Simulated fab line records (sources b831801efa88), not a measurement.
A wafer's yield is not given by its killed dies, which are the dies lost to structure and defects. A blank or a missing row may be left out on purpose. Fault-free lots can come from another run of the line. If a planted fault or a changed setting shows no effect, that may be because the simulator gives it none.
Matching of chambers / flow sky130 / SKY_VIA4_CMP_02 on cmp-01: 4 sister chambers
The step polishes SiO2. 4 wafers are shown with their chamber, then 12 later ones without.

WAFERS, EACH WITH ITS CHAMBER
wafer=L085.4; chamber=3; motor current A (A)=10.2
wafer=L089.1; chamber=1; motor current A (A)=15.5
wafer=L092.2; chamber=0; motor current A (A)=13.0
wafer=L092.6; chamber=2; motor current A (A)=12.5

WAFERS WITH NO CHAMBER GIVEN
wafer=L094.1; motor current A (A)=13.4
wafer=L094.3; motor current A (A)=12.6
wafer=L094.5; motor current A (A)=16.2
wafer=L095.3; motor current A (A)=13.8
wafer=L095.4; motor current A (A)=15.3
wafer=L095.5; motor current A (A)=16.1
wafer=L096.2; motor current A (A)=13.0
wafer=L096.3; motor current A (A)=13.5
wafer=L096.4; motor current A (A)=15.1
wafer=L097.1; motor current A (A)=11.2
wafer=L097.3; motor current A (A)=12.7
wafer=L097.4; motor current A (A)=15.7

WHICH CHAMBER EACH WENT THROUGH
wafer=L094.1; from the rows above=can't be placed: 0 or 2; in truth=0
wafer=L094.3; from the rows above=can't be placed: 2 or 0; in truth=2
wafer=L094.5; from the rows above=1; in truth=1
wafer=L095.3; from the rows above=can't be placed: 0 or 2 or 1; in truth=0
wafer=L095.4; from the rows above=1; in truth=1
wafer=L095.5; from the rows above=1; in truth=1
wafer=L096.2; from the rows above=can't be placed: 0 or 2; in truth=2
wafer=L096.3; from the rows above=can't be placed: 0 or 2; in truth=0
wafer=L096.4; from the rows above=1; in truth=1
wafer=L097.1; from the rows above=can't be placed: 3 or 2 or 0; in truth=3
wafer=L097.3; from the rows above=can't be placed: 2 or 0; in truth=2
wafer=L097.4; from the rows above=1; in truth=1
5 of 12 placed correctly. Not placeable from these rows: 7 (in 7, the candidates include the true chamber). 0 placed wrongly.
How it was worked out, from the rows above alone: a wafer's distance from a chamber is the root of the sum, over the readings, of the square of ((its reading less the chamber's mean) divided by the reading's scatter). The wafer belongs to the nearest chamber; if the next one is less than 2 further off, it can't be placed. Each chamber's mean is taken over the wafers shown for it. The scatter: root of mean squared gap, hidden wafer to nearest shown wafer, with one shown wafer a chamber.
